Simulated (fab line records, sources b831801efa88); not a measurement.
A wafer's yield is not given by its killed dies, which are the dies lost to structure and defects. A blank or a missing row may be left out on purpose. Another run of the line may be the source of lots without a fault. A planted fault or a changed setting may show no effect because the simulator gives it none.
What tool caused it? :: flow gf180mcu :: 13 lots, 39 wafers sampled, at 4 steps of a route of 602

== WHAT THE GAUGES READ, wafer by wafer ==
GF_V2_THK_MEAS_03.
lot: L116
measured: day 19 08:56
on: film-metro-01
V2_CVD_02_THK (nm): 832 838 858

lot: L117
measured: day 19 22:48
on: film-metro-03
V2_CVD_02_THK (nm): 845 861 843

lot: L118
measured: day 20 08:42
on: film-metro-02
V2_CVD_02_THK (nm): 841 843 856

lot: L119
measured: day 20 12:25
on: film-metro-01
V2_CVD_02_THK (nm): 826 838 845

lot: L121
measured: day 21 04:42
on: film-metro-02
V2_CVD_02_THK (nm): 837 842 859

lot: L122
measured: day 21 20:39
on: film-metro-02
V2_CVD_02_THK (nm): 834 843 858

lot: L123
measured: day 22 06:57
on: film-metro-03
V2_CVD_02_THK (nm): 830 820 843

lot: L124
measured: day 22 19:32
on: film-metro-02
V2_CVD_02_THK (nm): 843 829 844

lot: L125
measured: day 23 04:00
on: film-metro-01
V2_CVD_02_THK (nm): 831 858 860

lot: L127
measured: day 24 02:39
on: film-metro-02
V2_CVD_02_THK (nm): 851 852 865

lot: L128
measured: day 24 09:41
on: film-metro-01
V2_CVD_02_THK (nm): 840 844 855

lot: L134
measured: day 26 00:49
on: film-metro-02
V2_CVD_02_THK (nm): 846 845 857

lot: L138
measured: day 27 05:50
on: film-metro-02
V2_CVD_02_THK (nm): 838 856 850

GF_V2_BOW_MEAS_05.
lot: L116
measured: day 19 09:19
on: film-metro-01
V2_BOW (um): 100 98 94

lot: L117
measured: day 19 23:28
on: film-metro-02
V2_BOW (um): 101 105 99

lot: L118
measured: day 20 09:04
on: film-metro-03
V2_BOW (um): 110 99 105

lot: L119
measured: day 20 12:46
on: film-metro-01
V2_BOW (um): 105 96 97

lot: L121
measured: day 21 05:04
on: film-metro-02
V2_BOW (um): 109 93 97

lot: L122
measured: day 21 21:02
on: film-metro-03
V2_BOW (um): 97 98 119

lot: L123
measured: day 22 07:19
on: film-metro-03
V2_BOW (um): 99 93 99

lot: L124
measured: day 22 19:53
on: film-metro-01
V2_BOW (um): 91 97 74

lot: L125
measured: day 23 04:22
on: film-metro-01
V2_BOW (um): 120 111 108

lot: L127
measured: day 24 03:01
on: film-metro-03
V2_BOW (um): 99 94 99

lot: L128
measured: day 24 10:09
on: film-metro-01
V2_BOW (um): 109 98 104

lot: L134
measured: day 26 01:22
on: film-metro-03
V2_BOW (um): 92 97 106

lot: L138
measured: day 27 06:13
on: film-metro-01
V2_BOW (um): 98 100 99

GF_M3_THK_MEAS_06: measures by xrf.
lot: L116
measured: day 20 11:48
on: film-metro-03
M3_ALCU_THK (nm): 446 452 452

lot: L117
measured: day 21 01:57
on: film-metro-01
M3_ALCU_THK (nm): 457 454 457

lot: L118
measured: day 21 11:18
on: film-metro-03
M3_ALCU_THK (nm): 453 453 454

lot: L119
measured: day 21 15:24
on: film-metro-03
M3_ALCU_THK (nm): 446 449 452

lot: L121
measured: day 22 07:05
on: film-metro-01
M3_ALCU_THK (nm): 459 455 454

lot: L122
measured: day 22 22:15
on: film-metro-01
M3_ALCU_THK (nm): 449 452 454

lot: L123
measured: day 23 08:41
on: film-metro-03
M3_ALCU_THK (nm): 451 447 452

lot: L124
measured: day 23 20:55
on: film-metro-03
M3_ALCU_THK (nm): 449 447 448

lot: L125
measured: day 24 04:50
on: film-metro-01
M3_ALCU_THK (nm): 448 448 449

lot: L127
measured: day 25 02:47
on: film-metro-03
M3_ALCU_THK (nm): 458 458 462

lot: L128
measured: day 25 08:05
on: film-metro-04
M3_ALCU_THK (nm): 459 454 455

lot: L134
measured: day 27 00:39
on: film-metro-04
M3_ALCU_THK (nm): 455 460 456

lot: L138
measured: day 28 04:19
on: film-metro-01
M3_ALCU_THK (nm): 448 457 459

== TOOL THAT RAN EACH LOT (tool first, then ch and the chambers of the sampled wafers, then the start) ==
lot: L116
GF_M3_SPUTTER_00: pvd-sputter-01, day 20 11:27

lot: L117
GF_M3_SPUTTER_00: pvd-sputter-03, day 21 01:36

lot: L118
GF_M3_SPUTTER_00: pvd-sputter-03, day 21 10:57

lot: L119
GF_M3_SPUTTER_00: pvd-sputter-02, day 21 15:04

lot: L121
GF_M3_SPUTTER_00: pvd-sputter-02, day 22 06:44

lot: L122
GF_M3_SPUTTER_00: pvd-sputter-01, day 22 21:53

lot: L123
GF_M3_SPUTTER_00: pvd-sputter-03, day 23 08:20

lot: L124
GF_M3_SPUTTER_00: pvd-sputter-03, day 23 20:34

lot: L125
GF_M3_SPUTTER_00: pvd-sputter-02, day 24 04:29

lot: L127
GF_M3_SPUTTER_00: pvd-sputter-03, day 25 02:26

lot: L128
GF_M3_SPUTTER_00: pvd-sputter-01, day 25 07:45

lot: L134
GF_M3_SPUTTER_00: pvd-sputter-01, day 27 00:18

lot: L138
GF_M3_SPUTTER_00: pvd-sputter-02, day 28 03:57
- GF_M3_SPUTTER_00: material Ti, target thk 37.5 nm, time 150 s.

== AS READ BY THE TOOLS THEMSELVES (means over the sampled wafers that have a number; for cases with no such wafer, the mark the record gives instead) ==
GF_M3_SPUTTER_00.
lot: L116
tool: pvd-sputter-01
cathode-dc-power-W (W): 4000.4
throttle-valve-pct (%): 29.6

lot: L117
tool: pvd-sputter-03
cathode-dc-power-W (W): 3999.8
throttle-valve-pct (%): 30.0

lot: L118
tool: pvd-sputter-03
cathode-dc-power-W (W): 3999.9
throttle-valve-pct (%): 30.7

lot: L119
tool: pvd-sputter-02
cathode-dc-power-W (W): 4000.2
throttle-valve-pct (%): 29.9

lot: L121
tool: pvd-sputter-02
cathode-dc-power-W (W): 3999.8
throttle-valve-pct (%): 30.1

lot: L122
tool: pvd-sputter-01
cathode-dc-power-W (W): 4000.3
throttle-valve-pct (%): 29.4

lot: L123
tool: pvd-sputter-03
cathode-dc-power-W (W): 3999.8
throttle-valve-pct (%): 30.8

lot: L124
tool: pvd-sputter-03
cathode-dc-power-W (W): 4000.0
throttle-valve-pct (%): 30.7

lot: L125
tool: pvd-sputter-02
cathode-dc-power-W (W): 3999.9
throttle-valve-pct (%): 30.9

lot: L127
tool: pvd-sputter-03
cathode-dc-power-W (W): 4000.3
throttle-valve-pct (%): 30.4

lot: L128
tool: pvd-sputter-01
cathode-dc-power-W (W): 4000.2
throttle-valve-pct (%): 28.6

lot: L134
tool: pvd-sputter-01
cathode-dc-power-W (W): 4174.9
throttle-valve-pct (%): 28.8

lot: L138
tool: pvd-sputter-02
cathode-dc-power-W (W): 4000.2
throttle-valve-pct (%): 31.0

== THE ANSWER, worked out from the rows above alone ==
Rule: the usual values come from the lots themselves. Put in order of their means at a reading, lots are off if they are a third of the lots or fewer, leave a main group of 4 or more, and stand apart from it by a gap of 3 or more times the standard deviation of the main group's means; of several such gaps the widest counts. A main group whose means are all the same, to the digits that the tables above print for the reading, isn't used. Also off: a lot with no number at a reading for which 4 or more lots have one. The other lots that the step has rows for count as sound. First the gauges in route order, then the tools' own readings, where a lot's mean is used as printed above. The first step at which some lot is off is used, and at that step the reading that is off furthest; a lot without a number counts as furthest.
Off, at GF_M3_SPUTTER_00 on cathode-dc-power-W: L134. The main group has a mean of 4000.1 W with a standard deviation of 0.21.
If a tool, at that step or one of the process steps before it, ran each lot that is off and ran no sound lot following the first of them, it fits. One fits: pvd-sputter-01 at GF_M3_SPUTTER_00. A fault onset in the window from L128 (day 25 07:45, its last sound lot) to L134 (day 27 00:18, its first lot off) fits.
The tool's own readings at GF_M3_SPUTTER_00 bear it out: on the lots that are off they differ by more than 5 times the standard deviation of the sound lots' means. cathode-dc-power-W reads 4174.9 W there against 4000.1 W on the sound lots.

== WHAT HAD BEEN PUT IN BY THE SIMULATOR ==
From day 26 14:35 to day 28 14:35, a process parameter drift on pvd-sputter-01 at GF_M3_SPUTTER_00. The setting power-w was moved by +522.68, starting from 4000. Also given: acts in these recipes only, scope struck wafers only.
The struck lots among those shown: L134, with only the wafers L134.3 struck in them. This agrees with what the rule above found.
